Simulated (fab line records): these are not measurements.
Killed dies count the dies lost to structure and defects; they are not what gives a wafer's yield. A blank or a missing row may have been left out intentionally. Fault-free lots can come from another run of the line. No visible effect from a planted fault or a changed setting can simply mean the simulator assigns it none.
Chamber matching :: flow gf180mcu :: pecvd-01 running GF_V2_CVD_02: 3 sister chambers
The step deposits SiO2 from TEOS, target thk 850 nm, time 94.851 s. 3 wafers are shown with their chamber, then 9 later ones without.

== EACH WAFER AND ITS CHAMBER ==
wafer: L085.5
chamber: 0
heater-power-w (W): 823

wafer: L092.5
chamber: 1
heater-power-w (W): 807

wafer: L092.6
chamber: 2
heater-power-w (W): 818

== WAFERS WITH NO CHAMBER GIVEN ==
wafer: L093.1
heater-power-w (W): 740

wafer: L093.3
heater-power-w (W): 785

wafer: L093.4
heater-power-w (W): 809

wafer: L095.2
heater-power-w (W): 836

wafer: L095.3
heater-power-w (W): 856

wafer: L095.5
heater-power-w (W): 664

wafer: L096.3
heater-power-w (W): 856

wafer: L096.4
heater-power-w (W): 774

wafer: L096.6
heater-power-w (W): 804

== THE CHAMBER EACH PASSED THROUGH ==
wafer: L093.1
from the rows above: can't be placed: 1 or 2 or 0
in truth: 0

wafer: L093.3
from the rows above: can't be placed: 1 or 2 or 0
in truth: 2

wafer: L093.4
from the rows above: can't be placed: 1 or 2 or 0
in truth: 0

wafer: L095.2
from the rows above: can't be placed: 0 or 2 or 1
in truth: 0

wafer: L095.3
from the rows above: can't be placed: 0 or 2 or 1
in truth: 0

wafer: L095.5
from the rows above: can't be placed: 1 or 2 or 0
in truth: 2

wafer: L096.3
from the rows above: can't be placed: 0 or 2 or 1
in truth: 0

wafer: L096.4
from the rows above: can't be placed: 1 or 2 or 0
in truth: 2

wafer: L096.6
from the rows above: can't be placed: 1 or 2 or 0
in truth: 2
0 of 9 placed correctly. Not placeable from these rows: 9 (in 9, the candidates include the true chamber). 0 placed wrongly.
How it was worked out, from the rows above alone: a wafer's distance from a chamber is the root of the sum, over the readings, of the square of ((its reading less the chamber's mean) divided by the reading's scatter). The wafer belongs to the nearest chamber; if the next one is less than 2 further off, it can't be placed. The mean given for a chamber averages the wafers shown for that chamber. The scatter: root of mean squared gap, hidden wafer to nearest shown wafer, with one shown wafer a chamber.
